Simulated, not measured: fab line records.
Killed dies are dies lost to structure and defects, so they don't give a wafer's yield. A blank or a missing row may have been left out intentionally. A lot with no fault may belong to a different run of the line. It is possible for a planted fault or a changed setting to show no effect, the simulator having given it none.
fab line records / flow sky130
record lots=15 wafers=45 last-day=50
route steps=708 shown SONOS_TUNNEL@166 LDD_N@245 LDD_P@263 LDD_HVN@277
lots that met no fault: taken from a fault-free run of the same line
start-h: hours from the record's first day to the start of the lot's first wafer shown / wait-h: hours elapsed since this lot's preceding step / " the same as in the row above / L1.1+2: a single row standing in for several wafers / - no value present, or no start provided / * or withheld: withheld / < > ~ a bound
route shown NAME@n: a module of which the file shows steps, and the number in the route of the first / usual: average and standard deviation across the fault-free wafers / same: alike in all rows / chamber/n: place in a boat / sites: each site's reading / _std_site: the values' standard deviation / _edge_site: the outer-site mean with the inner-site mean subtracted / radius-mm: for every site, how far away it sits from the centre of the wafer / mask NAME#n: copy n / behind: the tool/chamber that last shaped the wafer / hold: why the lot went on hold/how many hours it stayed there/how the hold came to an end / device: which transistor (n, p or np) failed to switch / end of line: the tests these same wafers got at the end of their route / a step with no rows: only its recipe / killed: dies lost to structure and defects at the first sort, not the wafer's yield / map: a wafer's dies, marking killed ones x, the rest . and places with no die _
set.NAME: the setting that was run; set.NAME@STEP: the one run at that earlier step / model.NAME: the simulator's own value behind a step, which no gauge read
steps of the route over a sample of lots; a table a step, a row a wafer
services: a tool's chamber out of use, with start hour (start-h, from the record's first day; less than 0 if before it), hours out, and reason
## steps
# step SKY_SONOS_TUNNEL_TW_MEAS_12
# usual SONOS_TUNNEL_TW=196.0/1.8
lot.wafer=L585.1 tool=film-metro-03 chamber=- start-h=252.17 wait-h=0.0 SONOS_TUNNEL_TW=197.7
lot.wafer=L585.3 tool=film-metro-03 chamber=- start-h=252.17 wait-h=0.0 SONOS_TUNNEL_TW=197.8
lot.wafer=L585.4 tool=film-metro-03 chamber=- start-h=252.17 wait-h=0.0 SONOS_TUNNEL_TW=198.2
lot.wafer=L586.1 tool=film-metro-03 chamber=- start-h=260.06 wait-h=0.0 SONOS_TUNNEL_TW=197.9
lot.wafer=L586.5 tool=film-metro-03 chamber=- start-h=260.06 wait-h=0.0 SONOS_TUNNEL_TW=198.9
lot.wafer=L586.6 tool=film-metro-03 chamber=- start-h=260.06 wait-h=0.0 SONOS_TUNNEL_TW=198.2
lot.wafer=L587.1 tool=film-metro-04 chamber=- start-h=267.72 wait-h=0.0 SONOS_TUNNEL_TW=193.8
lot.wafer=L587.3 tool=film-metro-04 chamber=- start-h=267.72 wait-h=0.0 SONOS_TUNNEL_TW=194.7
lot.wafer=L587.5 tool=film-metro-04 chamber=- start-h=267.72 wait-h=0.0 SONOS_TUNNEL_TW=193.3
lot.wafer=L589.2 tool=film-metro-02 chamber=- start-h=290.13 wait-h=0.0 SONOS_TUNNEL_TW=195.7
lot.wafer=L589.5 tool=film-metro-02 chamber=- start-h=290.13 wait-h=0.0 SONOS_TUNNEL_TW=196.1
lot.wafer=L589.6 tool=film-metro-02 chamber=- start-h=290.13 wait-h=0.0 SONOS_TUNNEL_TW=196.1
lot.wafer=L590.2 tool=film-metro-04 chamber=- start-h=291.59 wait-h=0.0 SONOS_TUNNEL_TW=194.1
lot.wafer=L590.4 tool=film-metro-04 chamber=- start-h=291.59 wait-h=0.0 SONOS_TUNNEL_TW=195.3
lot.wafer=L590.6 tool=film-metro-04 chamber=- start-h=291.59 wait-h=0.0 SONOS_TUNNEL_TW=196.2
lot.wafer=L592.2 tool=film-metro-03 chamber=- start-h=306.49 wait-h=0.0 SONOS_TUNNEL_TW=196.6
lot.wafer=L592.5 tool=film-metro-03 chamber=- start-h=306.49 wait-h=0.0 SONOS_TUNNEL_TW=197.4
lot.wafer=L592.6 tool=film-metro-03 chamber=- start-h=306.49 wait-h=0.0 SONOS_TUNNEL_TW=197.1
lot.wafer=L594.2 tool=film-metro-03 chamber=- start-h=320.20 wait-h=0.0 SONOS_TUNNEL_TW=198.7
lot.wafer=L594.5 tool=film-metro-03 chamber=- start-h=320.20 wait-h=0.0 SONOS_TUNNEL_TW=198.4
lot.wafer=L594.6 tool=film-metro-03 chamber=- start-h=320.20 wait-h=0.0 SONOS_TUNNEL_TW=198.4
lot.wafer=L595.4 tool=film-metro-02 chamber=- start-h=324.91 wait-h=0.0 SONOS_TUNNEL_TW=195.9
lot.wafer=L595.5 tool=film-metro-02 chamber=- start-h=324.91 wait-h=0.0 SONOS_TUNNEL_TW=196.6
lot.wafer=L595.6 tool=film-metro-02 chamber=- start-h=324.91 wait-h=0.0 SONOS_TUNNEL_TW=195.2
lot.wafer=L596.2 tool=film-metro-04 chamber=- start-h=331.41 wait-h=0.0 SONOS_TUNNEL_TW=193.7
lot.wafer=L596.3 tool=film-metro-04 chamber=- start-h=331.41 wait-h=0.0 SONOS_TUNNEL_TW=193.9
lot.wafer=L596.6 tool=film-metro-04 chamber=- start-h=331.41 wait-h=0.0 SONOS_TUNNEL_TW=193.3
lot.wafer=L597.1 tool=film-metro-04 chamber=- start-h=343.07 wait-h=0.0 SONOS_TUNNEL_TW=194.2
lot.wafer=L597.2 tool=film-metro-04 chamber=- start-h=343.07 wait-h=0.0 SONOS_TUNNEL_TW=194.6
lot.wafer=L597.3 tool=film-metro-04 chamber=- start-h=343.07 wait-h=0.0 SONOS_TUNNEL_TW=193.0
lot.wafer=L598.1 tool=film-metro-03 chamber=- start-h=357.58 wait-h=0.0 SONOS_TUNNEL_TW=198.9
lot.wafer=L598.3 tool=film-metro-03 chamber=- start-h=357.58 wait-h=0.0 SONOS_TUNNEL_TW=197.7
lot.wafer=L598.6 tool=film-metro-03 chamber=- start-h=357.58 wait-h=0.0 SONOS_TUNNEL_TW=198.9
lot.wafer=L599.1 tool=film-metro-03 chamber=- start-h=365.11 wait-h=0.0 SONOS_TUNNEL_TW=198.2
lot.wafer=L599.2 tool=film-metro-03 chamber=- start-h=365.11 wait-h=0.0 SONOS_TUNNEL_TW=197.8
lot.wafer=L599.4 tool=film-metro-03 chamber=- start-h=365.11 wait-h=0.0 SONOS_TUNNEL_TW=197.1
lot.wafer=L600.2 tool=film-metro-04 chamber=- start-h=369.24 wait-h=0.0 SONOS_TUNNEL_TW=193.7
lot.wafer=L600.3 tool=film-metro-04 chamber=- start-h=369.24 wait-h=0.0 SONOS_TUNNEL_TW=193.9
lot.wafer=L600.6 tool=film-metro-04 chamber=- start-h=369.24 wait-h=0.0 SONOS_TUNNEL_TW=194.3
lot.wafer=L604.1 tool=film-metro-02 chamber=- start-h=398.13 wait-h=0.0 SONOS_TUNNEL_TW=195.9
lot.wafer=L604.5 tool=film-metro-02 chamber=- start-h=398.13 wait-h=0.0 SONOS_TUNNEL_TW=195.7
lot.wafer=L604.6 tool=film-metro-02 chamber=- start-h=398.13 wait-h=0.0 SONOS_TUNNEL_TW=195.4
lot.wafer=L608.1 tool=film-metro-02 chamber=- start-h=439.03 wait-h=0.0 SONOS_TUNNEL_TW=194.9
lot.wafer=L608.5 tool=film-metro-02 chamber=- start-h=439.03 wait-h=0.0 SONOS_TUNNEL_TW=196.2
lot.wafer=L608.6 tool=film-metro-02 chamber=- start-h=439.03 wait-h=0.0 SONOS_TUNNEL_TW=195.9
# step SKY_LDD_N_IMPLANT_08
# recipe species=As energy-kev=20 dose-cm2=7.5e+13 tilt-deg=withheld rotation-deg=23
# usual dose-ions-cm2=7.499e+13/8.5e+10
lot.wafer=L585.1 tool=implanter-04 chamber=0 start-h=404.30 wait-h=0.0 dose-ions-cm2=7.508e+13
lot.wafer=L585.3 tool=implanter-04 chamber=0 start-h=404.30 wait-h=0.0 dose-ions-cm2=7.489e+13
lot.wafer=L585.4 tool=implanter-04 chamber=0 start-h=404.30 wait-h=0.0 dose-ions-cm2=7.496e+13
lot.wafer=L586.1 tool=implanter-01 chamber=0 start-h=412.90 wait-h=0.0 dose-ions-cm2=7.492e+13
lot.wafer=L586.5 tool=implanter-01 chamber=0 start-h=412.90 wait-h=0.0 dose-ions-cm2=7.504e+13
lot.wafer=L586.6 tool=implanter-01 chamber=0 start-h=412.90 wait-h=0.0 dose-ions-cm2=7.5e+13
lot.wafer=L587.1 tool=implanter-04 chamber=0 start-h=419.95 wait-h=0.0 dose-ions-cm2=7.489e+13
lot.wafer=L587.3 tool=implanter-04 chamber=0 start-h=419.95 wait-h=0.0 dose-ions-cm2=7.512e+13
lot.wafer=L587.5 tool=implanter-04 chamber=0 start-h=419.95 wait-h=0.0 dose-ions-cm2=7.501e+13
lot.wafer=L589.2 tool=implanter-01 chamber=0 start-h=448.63 wait-h=0.0 dose-ions-cm2=7.489e+13
lot.wafer=L589.5 tool=implanter-01 chamber=0 start-h=448.63 wait-h=0.0 dose-ions-cm2=7.504e+13
lot.wafer=L589.6 tool=implanter-01 chamber=0 start-h=448.63 wait-h=0.0 dose-ions-cm2=7.504e+13
lot.wafer=L590.2 tool=implanter-03 chamber=0 start-h=449.23 wait-h=0.0 dose-ions-cm2=7.511e+13
lot.wafer=L590.4 tool=implanter-03 chamber=0 start-h=449.23 wait-h=0.0 dose-ions-cm2=7.515e+13
lot.wafer=L590.6 tool=implanter-03 chamber=0 start-h=449.23 wait-h=0.0 dose-ions-cm2=7.497e+13
lot.wafer=L592.2 tool=implanter-04 chamber=0 start-h=465.62 wait-h=0.0 dose-ions-cm2=7.493e+13
lot.wafer=L592.5 tool=implanter-04 chamber=0 start-h=465.62 wait-h=0.0 dose-ions-cm2=7.502e+13
lot.wafer=L592.6 tool=implanter-04 chamber=0 start-h=465.62 wait-h=0.0 dose-ions-cm2=7.486e+13
lot.wafer=L594.2 tool=implanter-03 chamber=0 start-h=485.93 wait-h=0.0 dose-ions-cm2=7.517e+13
lot.wafer=L594.5 tool=implanter-03 chamber=0 start-h=485.93 wait-h=0.0 dose-ions-cm2=7.486e+13
lot.wafer=L594.6 tool=implanter-03 chamber=0 start-h=485.93 wait-h=0.0 dose-ions-cm2=7.5e+13
lot.wafer=L595.4 tool=implanter-03 chamber=0 start-h=490.87 wait-h=0.1 dose-ions-cm2=7.499e+13
lot.wafer=L595.5 tool=implanter-03 chamber=0 start-h=490.87 wait-h=0.1 dose-ions-cm2=7.489e+13
lot.wafer=L595.6 tool=implanter-03 chamber=0 start-h=490.87 wait-h=0.1 dose-ions-cm2=7.495e+13
lot.wafer=L596.2 tool=implanter-03 chamber=0 start-h=498.96 wait-h=0.0 dose-ions-cm2=7.489e+13
lot.wafer=L596.3 tool=implanter-03 chamber=0 start-h=498.96 wait-h=0.0 dose-ions-cm2=7.491e+13
lot.wafer=L596.6 tool=implanter-03 chamber=0 start-h=498.96 wait-h=0.0 dose-ions-cm2=7.494e+13
lot.wafer=L597.1 tool=implanter-03 chamber=0 start-h=505.90 wait-h=0.0 dose-ions-cm2=7.178e+13
lot.wafer=L597.2 tool=implanter-03 chamber=0 start-h=505.90 wait-h=0.0 dose-ions-cm2=7.182e+13
lot.wafer=L597.3 tool=implanter-03 chamber=0 start-h=505.90 wait-h=0.0 dose-ions-cm2=7.177e+13
lot.wafer=L598.1 tool=implanter-03 chamber=0 start-h=525.30 wait-h=0.0 dose-ions-cm2=7.192e+13
lot.wafer=L598.3 tool=implanter-03 chamber=0 start-h=525.30 wait-h=0.0 dose-ions-cm2=7.19e+13
lot.wafer=L598.6 tool=implanter-03 chamber=0 start-h=525.30 wait-h=0.0 dose-ions-cm2=7.186e+13
lot.wafer=L599.1 tool=implanter-03 chamber=0 start-h=532.29 wait-h=0.0 dose-ions-cm2=7.204e+13
lot.wafer=L599.2 tool=implanter-03 chamber=0 start-h=532.29 wait-h=0.0 dose-ions-cm2=7.208e+13
lot.wafer=L599.4 tool=implanter-03 chamber=0 start-h=532.29 wait-h=0.0 dose-ions-cm2=7.2e+13
lot.wafer=L600.2 tool=implanter-01 chamber=0 start-h=537.42 wait-h=0.0 dose-ions-cm2=7.501e+13
lot.wafer=L600.3 tool=implanter-01 chamber=0 start-h=537.42 wait-h=0.0 dose-ions-cm2=7.51e+13
lot.wafer=L600.6 tool=implanter-01 chamber=0 start-h=537.42 wait-h=0.0 dose-ions-cm2=7.5e+13
lot.wafer=L604.1 tool=implanter-01 chamber=0 start-h=565.74 wait-h=0.0 dose-ions-cm2=7.509e+13
lot.wafer=L604.5 tool=implanter-01 chamber=0 start-h=565.74 wait-h=0.0 dose-ions-cm2=7.514e+13
lot.wafer=L604.6 tool=implanter-01 chamber=0 start-h=565.74 wait-h=0.0 dose-ions-cm2=7.5e+13
lot.wafer=L608.1 tool=implanter-01 chamber=0 start-h=606.19 wait-h=0.0 dose-ions-cm2=7.502e+13
lot.wafer=L608.5 tool=implanter-01 chamber=0 start-h=606.19 wait-h=0.0 dose-ions-cm2=7.506e+13
lot.wafer=L608.6 tool=implanter-01 chamber=0 start-h=606.19 wait-h=0.0 dose-ions-cm2=7.502e+13
# step SKY_LDD_P_OVL_MEAS_08
# usual LDD_P_OVL=-0.9/1.3
lot.wafer=L585.1 tool=overlay-01 chamber=- start-h=435.91 wait-h=0.1 LDD_P_OVL[nm]=1.5
lot.wafer=L585.3 tool=overlay-01 chamber=- start-h=435.91 wait-h=0.1 LDD_P_OVL[nm]=-1.4
lot.wafer=L585.4 tool=overlay-01 chamber=- start-h=435.91 wait-h=0.1 LDD_P_OVL[nm]=-1.2
lot.wafer=L586.1 tool=overlay-02 chamber=- start-h=444.88 wait-h=0.1 LDD_P_OVL[nm]=-0.5
lot.wafer=L586.5 tool=overlay-02 chamber=- start-h=444.88 wait-h=0.1 LDD_P_OVL[nm]=-1.4
lot.wafer=L586.6 tool=overlay-02 chamber=- start-h=444.88 wait-h=0.1 LDD_P_OVL[nm]=-0.8
lot.wafer=L587.1 tool=overlay-01 chamber=- start-h=452.41 wait-h=0.1 LDD_P_OVL[nm]=-2.6
lot.wafer=L587.3 tool=overlay-01 chamber=- start-h=452.41 wait-h=0.1 LDD_P_OVL[nm]=-1.4
lot.wafer=L587.5 tool=overlay-01 chamber=- start-h=452.41 wait-h=0.1 LDD_P_OVL[nm]=-2.1
lot.wafer=L589.2 tool=overlay-01 chamber=- start-h=480.87 wait-h=0.1 LDD_P_OVL[nm]=-1.0
lot.wafer=L589.5 tool=overlay-01 chamber=- start-h=480.87 wait-h=0.1 LDD_P_OVL[nm]=0.1
lot.wafer=L589.6 tool=overlay-01 chamber=- start-h=480.87 wait-h=0.1 LDD_P_OVL[nm]=0.9
lot.wafer=L590.2 tool=overlay-01 chamber=- start-h=481.17 wait-h=0.1 LDD_P_OVL[nm]=-2.4
lot.wafer=L590.4 tool=overlay-01 chamber=- start-h=481.17 wait-h=0.1 LDD_P_OVL[nm]=-0.9
lot.wafer=L590.6 tool=overlay-01 chamber=- start-h=481.17 wait-h=0.1 LDD_P_OVL[nm]=-3.0
lot.wafer=L592.2 tool=overlay-02 chamber=- start-h=497.92 wait-h=0.1 LDD_P_OVL[nm]=0.5
lot.wafer=L592.5 tool=overlay-02 chamber=- start-h=497.92 wait-h=0.1 LDD_P_OVL[nm]=-0.9
lot.wafer=L592.6 tool=overlay-02 chamber=- start-h=497.92 wait-h=0.1 LDD_P_OVL[nm]=-1.8
lot.wafer=L594.2 tool=overlay-02 chamber=- start-h=518.44 wait-h=0.1 LDD_P_OVL[nm]=0.1
lot.wafer=L594.5 tool=overlay-02 chamber=- start-h=518.44 wait-h=0.1 LDD_P_OVL[nm]=-1.4
lot.wafer=L594.6 tool=overlay-02 chamber=- start-h=518.44 wait-h=0.1 LDD_P_OVL[nm]=-1.3
lot.wafer=L595.4 tool=overlay-01 chamber=- start-h=521.88 wait-h=0.1 LDD_P_OVL[nm]=-0.6
lot.wafer=L595.5 tool=overlay-01 chamber=- start-h=521.88 wait-h=0.1 LDD_P_OVL[nm]=-0.9
lot.wafer=L595.6 tool=overlay-01 chamber=- start-h=521.88 wait-h=0.1 LDD_P_OVL[nm]=0.5
lot.wafer=L596.2 tool=overlay-02 chamber=- start-h=530.64 wait-h=0.1 LDD_P_OVL[nm]=-0.9
lot.wafer=L596.3 tool=overlay-02 chamber=- start-h=530.64 wait-h=0.1 LDD_P_OVL[nm]=-0.8
lot.wafer=L596.6 tool=overlay-02 chamber=- start-h=530.64 wait-h=0.1 LDD_P_OVL[nm]=-0.5
lot.wafer=L597.1 tool=overlay-02 chamber=- start-h=537.13 wait-h=0.1 LDD_P_OVL[nm]=-2.2
lot.wafer=L597.2 tool=overlay-02 chamber=- start-h=537.13 wait-h=0.1 LDD_P_OVL[nm]=-1.1
lot.wafer=L597.3 tool=overlay-02 chamber=- start-h=537.13 wait-h=0.1 LDD_P_OVL[nm]=-0.6
lot.wafer=L598.1 tool=overlay-01 chamber=- start-h=556.58 wait-h=0.1 LDD_P_OVL[nm]=-0.9
lot.wafer=L598.3 tool=overlay-01 chamber=- start-h=556.58 wait-h=0.1 LDD_P_OVL[nm]=-1.2
lot.wafer=L598.6 tool=overlay-01 chamber=- start-h=556.58 wait-h=0.1 LDD_P_OVL[nm]=-0.8
lot.wafer=L599.1 tool=overlay-02 chamber=- start-h=563.93 wait-h=0.1 LDD_P_OVL[nm]=0.0
lot.wafer=L599.2 tool=overlay-02 chamber=- start-h=563.93 wait-h=0.1 LDD_P_OVL[nm]=-0.4
lot.wafer=L599.4 tool=overlay-02 chamber=- start-h=563.93 wait-h=0.1 LDD_P_OVL[nm]=-1.3
lot.wafer=L600.2 tool=overlay-01 chamber=- start-h=568.94 wait-h=0.1 LDD_P_OVL[nm]=0.6
lot.wafer=L600.3 tool=overlay-01 chamber=- start-h=568.94 wait-h=0.1 LDD_P_OVL[nm]=1.1
lot.wafer=L600.6 tool=overlay-01 chamber=- start-h=568.94 wait-h=0.1 LDD_P_OVL[nm]=1.8
lot.wafer=L604.1 tool=overlay-02 chamber=- start-h=596.78 wait-h=0.1 LDD_P_OVL[nm]=-0.7
lot.wafer=L604.5 tool=overlay-02 chamber=- start-h=596.78 wait-h=0.1 LDD_P_OVL[nm]=-2.9
lot.wafer=L604.6 tool=overlay-02 chamber=- start-h=596.78 wait-h=0.1 LDD_P_OVL[nm]=-2.7
lot.wafer=L608.1 tool=overlay-02 chamber=- start-h=636.51 wait-h=0.1 LDD_P_OVL[nm]=-3.5
lot.wafer=L608.5 tool=overlay-02 chamber=- start-h=636.51 wait-h=0.1 LDD_P_OVL[nm]=-1.8
lot.wafer=L608.6 tool=overlay-02 chamber=- start-h=636.51 wait-h=0.1 LDD_P_OVL[nm]=-2.2
# step SKY_LDD_HVN_TW_MEAS_10
# usual LDD_HVN_TW=1436/9.5
lot.wafer=L585.1 tool=film-metro-02 chamber=- start-h=467.39 wait-h=0.1 LDD_HVN_TW=1432
lot.wafer=L585.3 tool=film-metro-02 chamber=- start-h=467.39 wait-h=0.1 LDD_HVN_TW=1427
lot.wafer=L585.4 tool=film-metro-02 chamber=- start-h=467.39 wait-h=0.1 LDD_HVN_TW=1423
lot.wafer=L586.1 tool=film-metro-02 chamber=- start-h=475.99 wait-h=0.1 LDD_HVN_TW=1420
lot.wafer=L586.5 tool=film-metro-02 chamber=- start-h=475.99 wait-h=0.1 LDD_HVN_TW=1416
lot.wafer=L586.6 tool=film-metro-02 chamber=- start-h=475.99 wait-h=0.1 LDD_HVN_TW=1426
lot.wafer=L587.1 tool=film-metro-03 chamber=- start-h=483.29 wait-h=0.1 LDD_HVN_TW=1447
lot.wafer=L587.3 tool=film-metro-03 chamber=- start-h=483.29 wait-h=0.1 LDD_HVN_TW=1440
lot.wafer=L587.5 tool=film-metro-03 chamber=- start-h=483.29 wait-h=0.1 LDD_HVN_TW=1448
lot.wafer=L589.2 tool=film-metro-01 chamber=- start-h=512.41 wait-h=0.1 LDD_HVN_TW=1451
lot.wafer=L589.5 tool=film-metro-01 chamber=- start-h=512.41 wait-h=0.1 LDD_HVN_TW=1454
lot.wafer=L589.6 tool=film-metro-01 chamber=- start-h=512.41 wait-h=0.1 LDD_HVN_TW=1438
lot.wafer=L590.2 tool=film-metro-02 chamber=- start-h=512.86 wait-h=0.1 LDD_HVN_TW=1426
lot.wafer=L590.4 tool=film-metro-02 chamber=- start-h=512.86 wait-h=0.1 LDD_HVN_TW=1429
lot.wafer=L590.6 tool=film-metro-02 chamber=- start-h=512.86 wait-h=0.1 LDD_HVN_TW=1431
lot.wafer=L592.2 tool=film-metro-02 chamber=- start-h=528.85 wait-h=0.1 LDD_HVN_TW=1425
lot.wafer=L592.5 tool=film-metro-02 chamber=- start-h=528.85 wait-h=0.1 LDD_HVN_TW=1421
lot.wafer=L592.6 tool=film-metro-02 chamber=- start-h=528.85 wait-h=0.1 LDD_HVN_TW=1433
lot.wafer=L594.2 tool=film-metro-02 chamber=- start-h=548.51 wait-h=0.1 LDD_HVN_TW=1424
lot.wafer=L594.5 tool=film-metro-02 chamber=- start-h=548.51 wait-h=0.1 LDD_HVN_TW=1427
lot.wafer=L594.6 tool=film-metro-02 chamber=- start-h=548.51 wait-h=0.1 LDD_HVN_TW=1420
lot.wafer=L595.4 tool=film-metro-03 chamber=- start-h=552.36 wait-h=0.1 LDD_HVN_TW=1442
lot.wafer=L595.5 tool=film-metro-03 chamber=- start-h=552.36 wait-h=0.1 LDD_HVN_TW=1441
lot.wafer=L595.6 tool=film-metro-03 chamber=- start-h=552.36 wait-h=0.1 LDD_HVN_TW=1439
lot.wafer=L596.2 tool=film-metro-02 chamber=- start-h=560.74 wait-h=0.1 LDD_HVN_TW=1436
lot.wafer=L596.3 tool=film-metro-02 chamber=- start-h=560.74 wait-h=0.1 LDD_HVN_TW=1437
lot.wafer=L596.6 tool=film-metro-02 chamber=- start-h=560.74 wait-h=0.1 LDD_HVN_TW=1436
lot.wafer=L597.1 tool=film-metro-03 chamber=- start-h=567.53 wait-h=0.1 LDD_HVN_TW=1443
lot.wafer=L597.2 tool=film-metro-03 chamber=- start-h=567.53 wait-h=0.1 LDD_HVN_TW=1443
lot.wafer=L597.3 tool=film-metro-03 chamber=- start-h=567.53 wait-h=0.1 LDD_HVN_TW=1443
lot.wafer=L598.1 tool=film-metro-02 chamber=- start-h=586.34 wait-h=0.1 LDD_HVN_TW=1432
lot.wafer=L598.3 tool=film-metro-02 chamber=- start-h=586.34 wait-h=0.1 LDD_HVN_TW=1442
lot.wafer=L598.6 tool=film-metro-02 chamber=- start-h=586.34 wait-h=0.1 LDD_HVN_TW=1427
lot.wafer=L599.1 tool=film-metro-02 chamber=- start-h=594.18 wait-h=0.1 LDD_HVN_TW=1434
lot.wafer=L599.2 tool=film-metro-02 chamber=- start-h=594.18 wait-h=0.1 LDD_HVN_TW=1425
lot.wafer=L599.4 tool=film-metro-02 chamber=- start-h=594.18 wait-h=0.1 LDD_HVN_TW=1433
lot.wafer=L600.2 tool=film-metro-02 chamber=- start-h=599.40 wait-h=0.1 LDD_HVN_TW=1431
lot.wafer=L600.3 tool=film-metro-02 chamber=- start-h=599.40 wait-h=0.1 LDD_HVN_TW=1430
lot.wafer=L600.6 tool=film-metro-02 chamber=- start-h=599.40 wait-h=0.1 LDD_HVN_TW=1424
lot.wafer=L604.1 tool=film-metro-02 chamber=- start-h=626.25 wait-h=0.1 LDD_HVN_TW=1431
lot.wafer=L604.5 tool=film-metro-02 chamber=- start-h=626.25 wait-h=0.1 LDD_HVN_TW=1431
lot.wafer=L604.6 tool=film-metro-02 chamber=- start-h=626.25 wait-h=0.1 LDD_HVN_TW=1436
lot.wafer=L608.1 tool=film-metro-03 chamber=- start-h=664.93 wait-h=0.1 LDD_HVN_TW=1435
lot.wafer=L608.5 tool=film-metro-03 chamber=- start-h=664.93 wait-h=0.1 LDD_HVN_TW=1438
lot.wafer=L608.6 tool=film-metro-03 chamber=- start-h=664.93 wait-h=0.1 LDD_HVN_TW=1437
## services
tool=implanter-04 chamber=- start-h=409.11 hours=0.7 kind=repair
tool=implanter-01 chamber=- start-h=422.51 hours=3.6 kind=repair
tool=implanter-03 chamber=- start-h=433.29 hours=3.8 kind=pm
tool=implanter-04 chamber=- start-h=433.82 hours=1.1 kind=repair
tool=implanter-01 chamber=- start-h=468.08 hours=1.7 kind=repair
tool=implanter-04 chamber=- start-h=469.52 hours=2.5 kind=repair
tool=implanter-01 chamber=- start-h=480.02 hours=2.5 kind=repair
tool=implanter-01 chamber=- start-h=496.41 hours=5.7 kind=repair
tool=implanter-04 chamber=- start-h=497.16 hours=1.4 kind=repair
tool=implanter-04 chamber=- start-h=505.65 hours=5.3 kind=repair
tool=implanter-03 chamber=- start-h=507.51 hours=1.1 kind=repair
tool=implanter-04 chamber=- start-h=519.97 hours=2.2 kind=repair
tool=implanter-01 chamber=- start-h=539.62 hours=1.3 kind=repair
tool=implanter-04 chamber=- start-h=548.88 hours=2.8 kind=repair
tool=implanter-03 chamber=- start-h=573.75 hours=3.6 kind=repair
tool=implanter-04 chamber=- start-h=580.65 hours=23.3 kind=pm
tool=implanter-01 chamber=- start-h=589.11 hours=3.4 kind=pm
## key
first-sign step=SKY_LDD_N_IMPLANT_08 reading=dose-ions-cm2 direction=down sigmas=36 usual=* struck=*
effect none on later readings
met-at SKY_LDD_N_IMPLANT_08
struck-lots L597,L598,L599
sort-left-out L597.1,L597.2,L597.3,L599.1,L599.2,L599.4
tester-left-out L597,L598,L599
not-acting-at SKY_SONOS_TUNNEL_TW_MEAS_12,SKY_LDD_P_OVL_MEAS_08,SKY_LDD_HVN_TW_MEAS_10
onset-between 498.96 505.90
fault kind=process-parameter-drift tool=implanter-03 chamber=- onset-h=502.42 steps=SKY_LDD_N_IMPLANT_08 channel=dose-cm2 offset=* shape=step end-h=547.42 acts-in=* stated=*
# tester-left-out: of these lots the tester's yield and bins aren't shown, on N5 and GAA mostly nor the transistor test; their killed dies are dies lost to structure and defects alone, not to doping, threshold or leakage, so they don't give the yield
# sort-left-out: the simulated sort isn't trusted on such a fault, so these wafers' sort isn't shown, and their yield isn't known
